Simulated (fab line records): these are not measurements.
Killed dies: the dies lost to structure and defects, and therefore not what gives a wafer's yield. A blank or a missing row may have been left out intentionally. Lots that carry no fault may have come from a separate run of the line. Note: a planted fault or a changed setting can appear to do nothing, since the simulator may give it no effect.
fab line records / flow sky130
[record] lots = 6 wafers = 18 lastDay = 50
route steps=708 shown LDD_HVP@283 LDD_LDN@289 PAD_OPEN@708
lots with no fault: from the same line, run without faults
startH: the number of hours between the record's first day and the start of the first shown wafer of the lot / waitH: how many hours have passed since the lot's step before this one / " as in the row above / L1.1+2: several wafers, shown together as one row / - no value present, or no start provided / * or withheld: withheld / < > ~ a bound
route shown NAME@n: NAME is a module with steps in the file, n the number in the route of the first one / usual: mean/standard deviation of fault-free wafers / same: alike in all rows / chamber/n: place in a boat / sites: readings site by site / _std_site: standard deviation of those values / _edge_site: outer sites' mean less inner sites' / radiusMm: how far each site lies from the wafer's centre / mask NAME#n: copy n / behind: the last tool/chamber to shape the wafer / hold: cause of the lot's hold/its duration in hours/its outcome / device: which transistor (n, p or np) failed to switch / end of line: tests of these same wafers at the route's end / step lacking rows: just its recipe / killed: not the wafer's yield, but the dies lost to structure and defects at the first sort / map: shows each die of a wafer: x if killed, . if not, _ if none is there
set.NAME: the setting that was run; set.NAME@STEP: the one run at that earlier step / model.NAME: the simulator's own value behind a step, which no gauge read
lots seen at some steps along the route; tables by step, rows by wafer
services: the hour from which a tool's chamber was out of use, counted from the record's first day as startH (under 0 if before that day), plus the number of hours and why
[[steps]]
[step SKY_LDD_HVP_PEB_05]
[recipe] tempC = withheld timeS = * resist = NOVOLAK
[step SKY_LDD_HVP_DEVELOP_06]
[recipe] resist = NOVOLAK developer = TMAH developTimeS = 57.81 devTempC = 23
[step SKY_LDD_HVP_OVL_MEAS_07]
[usual] LDD_HVP_OVL = 0.0/1.6
lot.wafer=L530.2 tool=overlay-02 chamber=- startH=520.92 waitH=0.1 LDD_HVP_OVL[nm]=0.9
lot.wafer=L530.3 tool=overlay-02 chamber=- startH=520.92 waitH=0.1 LDD_HVP_OVL[nm]=-0.4
lot.wafer=L530.6 tool=overlay-02 chamber=- startH=520.92 waitH=0.1 LDD_HVP_OVL[nm]=2.8
lot.wafer=L534.1 tool=overlay-01 chamber=- startH=555.08 waitH=0.1 LDD_HVP_OVL[nm]=-1.1
lot.wafer=L534.2 tool=overlay-01 chamber=- startH=555.08 waitH=0.1 LDD_HVP_OVL[nm]=-1.5
lot.wafer=L534.6 tool=overlay-01 chamber=- startH=555.08 waitH=0.1 LDD_HVP_OVL[nm]=-1.2
lot.wafer=L540.2 tool=overlay-02 chamber=- startH=616.82 waitH=0.1 LDD_HVP_OVL[nm]=-1.2
lot.wafer=L540.4 tool=overlay-02 chamber=- startH=616.82 waitH=0.1 LDD_HVP_OVL[nm]=-1.2
lot.wafer=L540.6 tool=overlay-02 chamber=- startH=616.82 waitH=0.1 LDD_HVP_OVL[nm]=-1.7
lot.wafer=L541.2 tool=overlay-02 chamber=- startH=619.28 waitH=0.1 LDD_HVP_OVL[nm]=0.3
lot.wafer=L541.4 tool=overlay-02 chamber=- startH=619.28 waitH=0.1 LDD_HVP_OVL[nm]=1.5
lot.wafer=L541.5 tool=overlay-02 chamber=- startH=619.28 waitH=0.1 LDD_HVP_OVL[nm]=2.6
lot.wafer=L543.1 tool=overlay-01 chamber=- startH=632.52 waitH=0.1 LDD_HVP_OVL[nm]=1.9
lot.wafer=L543.2 tool=overlay-01 chamber=- startH=632.52 waitH=0.1 LDD_HVP_OVL[nm]=2.2
lot.wafer=L543.3 tool=overlay-01 chamber=- startH=632.52 waitH=0.1 LDD_HVP_OVL[nm]=2.5
lot.wafer=L549.2 tool=overlay-01 chamber=- startH=675.18 waitH=0.1 LDD_HVP_OVL[nm]=0.5
lot.wafer=L549.4 tool=overlay-01 chamber=- startH=675.18 waitH=0.1 LDD_HVP_OVL[nm]=1.9
lot.wafer=L549.6 tool=overlay-01 chamber=- startH=675.18 waitH=0.1 LDD_HVP_OVL[nm]=0.8
[step SKY_LDD_HVP_IMPLANT_08]
[recipe] species = B energyKev = 20 doseCm2 = 1.7e+13 tiltDeg = 17.9
[step SKY_LDD_HVP_STRIP_09]
[recipe] chemistry = O2/N2 powerW = 1400 pressureMtorr = 1500 platenTempC = withheld o2FlowSccm = 3000 n2FlowSccm = 300 overashFraction = 0.5
[usual] drypumpMotorCurrentA = 5.4/0.57 oesProductAu = 0.409/0.0047 stripTimeToEndpointS = 4.139/0.015
lot.wafer=L530.2 tool=plasmaAsher-02 chamber=1 startH=521.10 waitH=0.1 drypumpMotorCurrentA=5.0 oesProductAu=0.412 rfHoursCounterH=72 stripTimeToEndpointS=4.114
lot.wafer=L530.3 tool=plasmaAsher-02 chamber=1 startH=521.10 waitH=0.1 drypumpMotorCurrentA=5.0 oesProductAu=0.411 rfHoursCounterH=- stripTimeToEndpointS=4.142
lot.wafer=L530.6 tool=plasmaAsher-02 chamber=0 startH=521.10 waitH=0.1 drypumpMotorCurrentA=4.8 oesProductAu=0.408 rfHoursCounterH=- stripTimeToEndpointS=4.137
lot.wafer=L534.1 tool=plasmaAsher-01 chamber=1 startH=555.26 waitH=0.1 drypumpMotorCurrentA=6.0 oesProductAu=0.397 rfHoursCounterH=88 stripTimeToEndpointS=4.139
lot.wafer=L534.2 tool=plasmaAsher-01 chamber=0 startH=555.26 waitH=0.1 drypumpMotorCurrentA=6.2 oesProductAu=0.402 rfHoursCounterH=88 stripTimeToEndpointS=4.138
lot.wafer=L534.6 tool=plasmaAsher-01 chamber=0 startH=555.26 waitH=0.1 drypumpMotorCurrentA=6.2 oesProductAu=0.418 rfHoursCounterH=- stripTimeToEndpointS=4.151
lot.wafer=L540.2 tool=plasmaAsher-02 chamber=1 startH=617.00 waitH=0.1 drypumpMotorCurrentA=5.0 oesProductAu=0.405 rfHoursCounterH=82 stripTimeToEndpointS=4.134
lot.wafer=L540.4 tool=plasmaAsher-02 chamber=1 startH=617.00 waitH=0.1 drypumpMotorCurrentA=5.0 oesProductAu=0.406 rfHoursCounterH=- stripTimeToEndpointS=4.144
lot.wafer=L540.6 tool=plasmaAsher-02 chamber=1 startH=617.00 waitH=0.1 drypumpMotorCurrentA=5.0 oesProductAu=0.413 rfHoursCounterH=- stripTimeToEndpointS=4.148
lot.wafer=L541.2 tool=plasmaAsher-04 chamber=1 startH=619.46 waitH=0.1 drypumpMotorCurrentA=4.9 oesProductAu=0.403 rfHoursCounterH=50 stripTimeToEndpointS=4.137
lot.wafer=L541.4 tool=plasmaAsher-04 chamber=0 startH=619.46 waitH=0.1 drypumpMotorCurrentA=5.5 oesProductAu=0.405 rfHoursCounterH=- stripTimeToEndpointS=4.146
lot.wafer=L541.5 tool=plasmaAsher-04 chamber=0 startH=619.46 waitH=0.1 drypumpMotorCurrentA=5.4 oesProductAu=0.406 rfHoursCounterH=- stripTimeToEndpointS=4.162
lot.wafer=L543.1 tool=plasmaAsher-01 chamber=0 startH=632.70 waitH=0.1 drypumpMotorCurrentA=6.2 oesProductAu=0.413 rfHoursCounterH=96 stripTimeToEndpointS=4.134
lot.wafer=L543.2 tool=plasmaAsher-01 chamber=1 startH=632.70 waitH=0.1 drypumpMotorCurrentA=6.0 oesProductAu=0.411 rfHoursCounterH=96 stripTimeToEndpointS=4.135
lot.wafer=L543.3 tool=plasmaAsher-01 chamber=1 startH=632.70 waitH=0.1 drypumpMotorCurrentA=6.1 oesProductAu=0.402 rfHoursCounterH=- stripTimeToEndpointS=4.135
lot.wafer=L549.2 tool=plasmaAsher-04 chamber=0 startH=675.36 waitH=0.1 drypumpMotorCurrentA=5.5 oesProductAu=0.413 rfHoursCounterH=56 stripTimeToEndpointS=4.145
lot.wafer=L549.4 tool=plasmaAsher-04 chamber=0 startH=675.36 waitH=0.1 drypumpMotorCurrentA=5.4 oesProductAu=0.410 rfHoursCounterH=- stripTimeToEndpointS=4.119
lot.wafer=L549.6 tool=plasmaAsher-04 chamber=1 startH=675.36 waitH=0.1 drypumpMotorCurrentA=4.9 oesProductAu=0.404 rfHoursCounterH=- stripTimeToEndpointS=4.149
[step SKY_LDD_HVP_TW_MEAS_10]
[usual] LDD_HVP_TW = 457/5.2
lot.wafer=L530.2 tool=filmMetro-02 chamber=- startH=521.21 waitH=0.1 LDD_HVP_TW=451
lot.wafer=L530.3 tool=filmMetro-02 chamber=- startH=521.21 waitH=0.1 LDD_HVP_TW=453
lot.wafer=L530.6 tool=filmMetro-02 chamber=- startH=521.21 waitH=0.1 LDD_HVP_TW=453
lot.wafer=L534.1 tool=filmMetro-04 chamber=- startH=555.36 waitH=0.1 LDD_HVP_TW=458
lot.wafer=L534.2 tool=filmMetro-04 chamber=- startH=555.36 waitH=0.1 LDD_HVP_TW=458
lot.wafer=L534.6 tool=filmMetro-04 chamber=- startH=555.36 waitH=0.1 LDD_HVP_TW=458
lot.wafer=L540.2 tool=filmMetro-01 chamber=- startH=617.11 waitH=0.1 LDD_HVP_TW=465
lot.wafer=L540.4 tool=filmMetro-01 chamber=- startH=617.11 waitH=0.1 LDD_HVP_TW=466
lot.wafer=L540.6 tool=filmMetro-01 chamber=- startH=617.11 waitH=0.1 LDD_HVP_TW=464
lot.wafer=L541.2 tool=filmMetro-02 chamber=- startH=619.57 waitH=0.1 LDD_HVP_TW=450
lot.wafer=L541.4 tool=filmMetro-02 chamber=- startH=619.57 waitH=0.1 LDD_HVP_TW=450
lot.wafer=L541.5 tool=filmMetro-02 chamber=- startH=619.57 waitH=0.1 LDD_HVP_TW=450
lot.wafer=L543.1 tool=filmMetro-04 chamber=- startH=632.80 waitH=0.1 LDD_HVP_TW=455
lot.wafer=L543.2 tool=filmMetro-04 chamber=- startH=632.80 waitH=0.1 LDD_HVP_TW=456
lot.wafer=L543.3 tool=filmMetro-04 chamber=- startH=632.80 waitH=0.1 LDD_HVP_TW=458
lot.wafer=L549.2 tool=filmMetro-04 chamber=- startH=675.47 waitH=0.1 LDD_HVP_TW=462
lot.wafer=L549.4 tool=filmMetro-04 chamber=- startH=675.47 waitH=0.1 LDD_HVP_TW=462
lot.wafer=L549.6 tool=filmMetro-04 chamber=- startH=675.47 waitH=0.1 LDD_HVP_TW=461
[step SKY_LDD_LDN_DEHYDRATE_00]
[recipe] tempC = 200 timeS = 60
[step SKY_LDD_LDN_HMDS_01]
[recipe] primeTimeS = 60 primeTempC = 120
[step SKY_LDD_LDN_COAT_02]
[recipe] resist = NOVOLAK spinRpm = 3000 resistThkNm = 1140
[step SKY_LDD_LDN_SOFTBAKE_03]
[recipe] tempC = 90 timeS = 60 resist = NOVOLAK
[step SKY_LDD_LDN_EXPOSE_04]
[recipe] maskId = LDNTM na = 0.6 sourceShape = conventional sigmaOuter = 0.6 polarization = unpolarized targetCdNm = 700 doseMj = 140
[step SKY_LDD_LDN_PEB_05]
[recipe] tempC = withheld timeS = * resist = NOVOLAK
[step SKY_LDD_LDN_DEVELOP_06]
[recipe] resist = NOVOLAK developer = TMAH developTimeS = 60 devTempC = 23
[usual] developerTempC = 22.98/0.11
lot.wafer=L530.2 tool=lithoTrack-01 chamber=0 startH=550.98 waitH=0.1 developerTempC=22.81
lot.wafer=L530.3 tool=lithoTrack-01 chamber=0 startH=550.98 waitH=0.1 developerTempC=23.01
lot.wafer=L530.6 tool=lithoTrack-01 chamber=0 startH=550.98 waitH=0.1 developerTempC=23.02
lot.wafer=L534.1 tool=lithoTrack-02 chamber=0 startH=584.87 waitH=0.1 developerTempC=23.06
lot.wafer=L534.2 tool=lithoTrack-02 chamber=0 startH=584.87 waitH=0.1 developerTempC=23.03
lot.wafer=L534.6 tool=lithoTrack-02 chamber=0 startH=584.87 waitH=0.1 developerTempC=22.85
lot.wafer=L540.2 tool=lithoTrack-02 chamber=0 startH=645.14 waitH=0.1 developerTempC=22.96
lot.wafer=L540.4 tool=lithoTrack-02 chamber=0 startH=645.14 waitH=0.1 developerTempC=22.93
lot.wafer=L540.6 tool=lithoTrack-02 chamber=0 startH=645.14 waitH=0.1 developerTempC=23.04
lot.wafer=L541.2 tool=lithoTrack-01 chamber=0 startH=647.78 waitH=0.1 developerTempC=21.93
lot.wafer=L541.4 tool=lithoTrack-01 chamber=0 startH=647.78 waitH=0.1 developerTempC=22.04
lot.wafer=L541.5 tool=lithoTrack-01 chamber=0 startH=647.78 waitH=0.1 developerTempC=22.14
lot.wafer=L543.1 tool=lithoTrack-01 chamber=0 startH=662.05 waitH=0.1 developerTempC=22.06
lot.wafer=L543.2 tool=lithoTrack-01 chamber=0 startH=662.05 waitH=0.1 developerTempC=21.92
lot.wafer=L543.3 tool=lithoTrack-01 chamber=0 startH=662.05 waitH=0.1 developerTempC=22.03
lot.wafer=L549.2 tool=lithoTrack-02 chamber=0 startH=702.74 waitH=0.1 developerTempC=23.26
lot.wafer=L549.4 tool=lithoTrack-02 chamber=0 startH=702.74 waitH=0.1 developerTempC=23.13
lot.wafer=L549.6 tool=lithoTrack-02 chamber=0 startH=702.74 waitH=0.1 developerTempC=22.98
[step SKY_LDD_LDN_OVL_MEAS_07]
[usual] LDD_LDN_OVL = 0.5/1.2
lot.wafer=L530.2 tool=overlay-01 chamber=- startH=551.11 waitH=0.1 LDD_LDN_OVL[nm]=0.2
lot.wafer=L530.3 tool=overlay-01 chamber=- startH=551.11 waitH=0.1 LDD_LDN_OVL[nm]=1.0
lot.wafer=L530.6 tool=overlay-01 chamber=- startH=551.11 waitH=0.1 LDD_LDN_OVL[nm]=0.1
lot.wafer=L534.1 tool=overlay-02 chamber=- startH=585.02 waitH=0.1 LDD_LDN_OVL[nm]=2.0
lot.wafer=L534.2 tool=overlay-02 chamber=- startH=585.02 waitH=0.1 LDD_LDN_OVL[nm]=2.0
lot.wafer=L534.6 tool=overlay-02 chamber=- startH=585.02 waitH=0.1 LDD_LDN_OVL[nm]=1.6
lot.wafer=L540.2 tool=overlay-01 chamber=- startH=645.27 waitH=0.1 LDD_LDN_OVL[nm]=1.0
lot.wafer=L540.4 tool=overlay-01 chamber=- startH=645.27 waitH=0.1 LDD_LDN_OVL[nm]=3.0
lot.wafer=L540.6 tool=overlay-01 chamber=- startH=645.27 waitH=0.1 LDD_LDN_OVL[nm]=2.2
lot.wafer=L541.2 tool=overlay-01 chamber=- startH=647.91 waitH=0.1 LDD_LDN_OVL[nm]=-0.1
lot.wafer=L541.4 tool=overlay-01 chamber=- startH=647.91 waitH=0.1 LDD_LDN_OVL[nm]=0.5
lot.wafer=L541.5 tool=overlay-01 chamber=- startH=647.91 waitH=0.1 LDD_LDN_OVL[nm]=-0.5
lot.wafer=L543.1 tool=overlay-01 chamber=- startH=662.20 waitH=0.1 LDD_LDN_OVL[nm]=-3.5
lot.wafer=L543.2 tool=overlay-01 chamber=- startH=662.20 waitH=0.1 LDD_LDN_OVL[nm]=-1.5
lot.wafer=L543.3 tool=overlay-01 chamber=- startH=662.20 waitH=0.1 LDD_LDN_OVL[nm]=-3.3
lot.wafer=L549.2 tool=overlay-01 chamber=- startH=702.87 waitH=0.1 LDD_LDN_OVL[nm]=1.6
lot.wafer=L549.4 tool=overlay-01 chamber=- startH=702.87 waitH=0.1 LDD_LDN_OVL[nm]=1.8
lot.wafer=L549.6 tool=overlay-01 chamber=- startH=702.87 waitH=0.1 LDD_LDN_OVL[nm]=1.1
[step SKY_PAD_OPEN_PROBE_99]
[usual] killed_at_M0_to_M3 = 43/7.1 killed_at_M4_up = 3/1.7 killedAtContacts = 25/5.6 killedAtFrontEnd = 16/4.1 killedAtOther = 0.2/0.49 killedDies = 87/9.8 killedOpen = 47/7.6 killedShort = 40/6.1
[same] grossDies = 492 killedAtBackSide = 0
lot.wafer=L530.2 tool=prober-02 chamber=- startH=1091.52 waitH=0.1 killed_at_M0_to_M3=48 killed_at_M4_up=1 killedAtContacts=21 killedAtFrontEnd=16 killedAtOther=2 killedDies=88 killedOpen=45 killedShort=43
lot.wafer=L530.3 tool=prober-02 chamber=- startH=1091.57 waitH=0.2 killed_at_M0_to_M3=35 killed_at_M4_up=3 killedAtContacts=33 killedAtFrontEnd=21 killedAtOther=0 killedDies=92 killedOpen=51 killedShort=41
lot.wafer=L530.6 tool=prober-02 chamber=- startH=1091.72 waitH=0.2 killed_at_M0_to_M3=41 killed_at_M4_up=2 killedAtContacts=22 killedAtFrontEnd=13 killedAtOther=0 killedDies=78 killedOpen=42 killedShort=36
lot.wafer=L534.1 tool=prober-02 chamber=- startH=1116.87 waitH=0.1 killed_at_M0_to_M3=47 killed_at_M4_up=3 killedAtContacts=25 killedAtFrontEnd=25 killedAtOther=0 killedDies=100 killedOpen=45 killedShort=55
lot.wafer=L534.2 tool=prober-02 chamber=- startH=1116.92 waitH=0.1 killed_at_M0_to_M3=33 killed_at_M4_up=6 killedAtContacts=27 killedAtFrontEnd=15 killedAtOther=0 killedDies=81 killedOpen=43 killedShort=38
lot.wafer=L534.6 tool=prober-02 chamber=- startH=1117.12 waitH=0.2 killed_at_M0_to_M3=42 killed_at_M4_up=5 killedAtContacts=18 killedAtFrontEnd=20 killedAtOther=0 killedDies=85 killedOpen=53 killedShort=32
lot.wafer=L540.2 tool=prober-01 chamber=- startH=1156.84 waitH=0.1 killed_at_M0_to_M3=40 killed_at_M4_up=4 killedAtContacts=24 killedAtFrontEnd=22 killedAtOther=0 killedDies=90 killedOpen=52 killedShort=38
lot.wafer=L540.4 tool=prober-01 chamber=- startH=1156.94 waitH=0.2 killed_at_M0_to_M3=39 killed_at_M4_up=6 killedAtContacts=21 killedAtFrontEnd=31 killedAtOther=1 killedDies=98 killedOpen=59 killedShort=39
lot.wafer=L540.6 tool=prober-01 chamber=- startH=1157.04 waitH=0.2 killed_at_M0_to_M3=35 killed_at_M4_up=3 killedAtContacts=22 killedAtFrontEnd=15 killedAtOther=1 killedDies=76 killedOpen=38 killedShort=38
lot.wafer=L541.2 tool=prober-02 chamber=- startH=1157.49 waitH=0.1 killed_at_M0_to_M3=39 killed_at_M4_up=4 killedAtContacts=33 killedAtFrontEnd=16 killedAtOther=0 killedDies=92 killedOpen=47 killedShort=45
lot.wafer=L541.4 tool=prober-02 chamber=- startH=1157.59 waitH=0.2 killed_at_M0_to_M3=41 killed_at_M4_up=4 killedAtContacts=34 killedAtFrontEnd=21 killedAtOther=0 killedDies=100 killedOpen=63 killedShort=37
lot.wafer=L541.5 tool=prober-02 chamber=- startH=1157.64 waitH=0.2 killed_at_M0_to_M3=47 killed_at_M4_up=1 killedAtContacts=43 killedAtFrontEnd=13 killedAtOther=0 killedDies=104 killedOpen=66 killedShort=38
lot.wafer=L543.1 tool=prober-02 chamber=- startH=1167.54 waitH=0.1 killed_at_M0_to_M3=45 killed_at_M4_up=0 killedAtContacts=31 killedAtFrontEnd=13 killedAtOther=0 killedDies=89 killedOpen=54 killedShort=35
lot.wafer=L543.2 tool=prober-02 chamber=- startH=1167.59 waitH=0.1 killed_at_M0_to_M3=34 killed_at_M4_up=4 killedAtContacts=25 killedAtFrontEnd=15 killedAtOther=1 killedDies=79 killedOpen=45 killedShort=34
lot.wafer=L543.3 tool=prober-02 chamber=- startH=1167.64 waitH=0.2 killed_at_M0_to_M3=44 killed_at_M4_up=0 killedAtContacts=24 killedAtFrontEnd=13 killedAtOther=0 killedDies=81 killedOpen=37 killedShort=44
lot.wafer=L549.2 tool=prober-02 chamber=- startH=1192.04 waitH=0.1 killed_at_M0_to_M3=37 killed_at_M4_up=2 killedAtContacts=19 killedAtFrontEnd=20 killedAtOther=0 killedDies=78 killedOpen=29 killedShort=49
lot.wafer=L549.4 tool=prober-02 chamber=- startH=1192.14 waitH=0.2 killed_at_M0_to_M3=38 killed_at_M4_up=3 killedAtContacts=21 killedAtFrontEnd=12 killedAtOther=0 killedDies=74 killedOpen=42 killedShort=32
lot.wafer=L549.6 tool=prober-02 chamber=- startH=1192.24 waitH=0.2 killed_at_M0_to_M3=42 killed_at_M4_up=2 killedAtContacts=15 killedAtFrontEnd=14 killedAtOther=0 killedDies=73 killedOpen=40 killedShort=33
// killed by level:class
L530.2 CONTACT:geometricParticle:open=10 VIA1:geometricParticle:short=9 METAL3:geometricParticle:short=7 VIA3:geometricParticle:open=7 FIELD_ISO:geometricParticle:open=6 LI_CONTACT:geometricParticle:open=5 VIA2:geometricParticle:short=5 VIA2:geometricParticle:open=5
L530.3 CONTACT:geometricParticle:open=14 VIA1:geometricParticle:open=9 LI_CONTACT:geometricParticle:open=8 FIELD_ISO:geometricParticle:short=5 VIA2:geometricParticle:short=5 LOCAL_INTERCONNECT:geometricParticle:short=5 FIELD_ISO:geometricParticle:open=4 METAL1:geometricParticle:short=4
L530.6 VIA3:geometricParticle:open=10 CONTACT:geometricParticle:open=9 VIA1:geometricParticle:open=8 CONTACT:geometricParticle:short=7 METAL2:geometricParticle:short=6 METAL3:geometricParticle:short=5 LI_CONTACT:geometricParticle:open=5 FIELD_ISO:geometricParticle:short=4
L534.1 CONTACT:geometricParticle:open=8 VIA2:geometricParticle:short=7 POLY_GATE:geometricParticle:open=6 POLY_GATE:geometricParticle:short=6 LI_CONTACT:geometricParticle:short=6 VIA1:geometricParticle:short=6 VIA1:geometricParticle:open=6 LI_CONTACT:geometricParticle:open=5
L534.2 CONTACT:geometricParticle:open=7 VIA2:geometricParticle:open=7 VIA3:geometricParticle:short=7 LOCAL_INTERCONNECT:geometricParticle:short=6 VIA3:geometricParticle:open=6 CONTACT:geometricParticle:short=5 POLY_GATE:geometricParticle:open=4 LOCAL_INTERCONNECT:geometricParticle:open=4
L534.6 CONTACT:geometricParticle:open=8 VIA1:geometricParticle:open=8 FIELD_ISO:geometricParticle:short=6 VIA2:geometricParticle:open=6 VIA3:geometricParticle:open=6 FIELD_ISO:geometricParticle:open=5 LI_CONTACT:geometricParticle:open=5 VIA1:geometricParticle:short=5
L540.2 CONTACT:geometricParticle:open=11 VIA3:geometricParticle:open=8 LI_CONTACT:geometricParticle:open=7 VIA2:geometricParticle:open=7 FIELD_ISO:geometricParticle:short=6 POLY_GATE:geometricParticle:open=6 VIA1:geometricParticle:open=6 POLY_GATE:geometricParticle:short=4
L540.4 VIA1:geometricParticle:open=14 CONTACT:geometricParticle:open=11 FIELD_ISO:geometricParticle:open=7 LI_CONTACT:geometricParticle:open=7 POLY_GATE:geometricParticle:short=6 POLY_GATE:geometricParticle:open=6 METAL4:geometricParticle:short=6 METAL2:geometricParticle:short=6
L540.6 CONTACT:geometricParticle:open=10 VIA1:geometricParticle:open=8 FIELD_ISO:geometricParticle:short=6 METAL1:geometricParticle:short=6 VIA1:geometricParticle:short=6 FIELD_ISO:geometricParticle:open=4 CONTACT:geometricParticle:short=4 VIA3:geometricParticle:open=4
L541.2 LI_CONTACT:geometricParticle:open=10 VIA3:geometricParticle:open=10 CONTACT:geometricParticle:short=8 CONTACT:geometricParticle:open=7 VIA1:geometricParticle:open=7 METAL1:geometricParticle:short=6 LOCAL_INTERCONNECT:geometricParticle:short=5 METAL4:geometricParticle:short=4
L541.4 CONTACT:geometricParticle:open=19 VIA2:geometricParticle:open=9 VIA1:geometricParticle:open=9 FIELD_ISO:geometricParticle:open=6 CONTACT:geometricParticle:short=6 VIA3:geometricParticle:open=6 LOCAL_INTERCONNECT:geometricParticle:short=5 METAL1:geometricParticle:short=5
L541.5 CONTACT:geometricParticle:open=16 VIA1:geometricParticle:open=16 LI_CONTACT:geometricParticle:open=13 CONTACT:geometricParticle:short=11 VIA2:geometricParticle:open=6 METAL1:geometricParticle:open=5 FIELD_ISO:geometricParticle:short=4 METAL2:geometricParticle:short=4
L543.1 CONTACT:geometricParticle:open=15 VIA1:geometricParticle:open=12 VIA2:geometricParticle:open=10 LI_CONTACT:geometricParticle:open=8 POLY_GATE:geometricParticle:short=6 VIA3:geometricParticle:short=5 LI_CONTACT:geometricParticle:short=4 VIA3:geometricParticle:open=4
L543.2 CONTACT:geometricParticle:open=12 FIELD_ISO:geometricParticle:short=7 LI_CONTACT:geometricParticle:open=7 VIA3:geometricParticle:open=7 VIA2:geometricParticle:open=5 METAL1:geometricParticle:short=5 VIA1:geometricParticle:open=5 FIELD_ISO:geometricParticle:open=4
L543.3 VIA1:geometricParticle:open=11 LI_CONTACT:geometricParticle:open=10 VIA3:geometricParticle:open=6 FIELD_ISO:geometricParticle:short=5 CONTACT:geometricParticle:short=5 METAL1:geometricParticle:short=5 VIA1:geometricParticle:short=5 VIA2:geometricParticle:short=5
L549.2 POLY_GATE:geometricParticle:short=8 METAL1:geometricParticle:short=7 LI_CONTACT:geometricParticle:open=6 VIA2:geometricParticle:short=5 LOCAL_INTERCONNECT:geometricParticle:short=5 CONTACT:geometricParticle:open=5 VIA1:geometricParticle:short=5 POLY_GATE:geometricParticle:open=4
L549.4 CONTACT:geometricParticle:open=10 VIA1:geometricParticle:open=7 METAL1:geometricParticle:short=5 METAL2:geometricParticle:short=5 FIELD_ISO:geometricParticle:open=4 POLY_GATE:geometricParticle:open=4 LI_CONTACT:geometricParticle:short=4 METAL2:geometricParticle:open=4
L549.6 METAL1:geometricParticle:short=8 VIA3:geometricParticle:open=8 METAL2:geometricParticle:short=7 VIA1:geometricParticle:open=7 CONTACT:geometricParticle:open=7 FIELD_ISO:geometricParticle:short=4 VIA1:geometricParticle:short=4 VIA2:geometricParticle:open=4
[[services]]
tool=plasmaAsher-01 chamber=- startH=529.24 hours=4.1 kind=repair
tool=plasmaAsher-02 chamber=- startH=638.98 hours=1.7 kind=repair
tool=plasmaAsher-02 chamber=- startH=642.88 hours=3.0 kind=repair
[[key]]
[firstSign] step = SKY_LDD_LDN_DEVELOP_06 reading = developerTempC direction = down sigmas = 8.8 usual = * struck = *
effect none on later readings
metAt SKY_LDD_LDN_DEVELOP_06
struckWafers L541.2,L541.4,L541.5,L543.1,L543.2,L543.3
testerLeftOut L541,L543
onsetBetween 550.98 647.78
[fault] kind = processParameterDrift tool = lithoTrack-01 chamber = - onsetH = 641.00 steps = SKY_LDD_LDN_DEVELOP_06 channel = devTempC offset = * shape = step endH = 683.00 actsIn = * stated = *
// testerLeftOut: of these lots the tester's yield and bins aren't shown, on N5 and GAA mostly nor the transistor test; their killed dies are dies lost to structure and defects alone, not to doping, threshold or leakage, so they don't give the yield
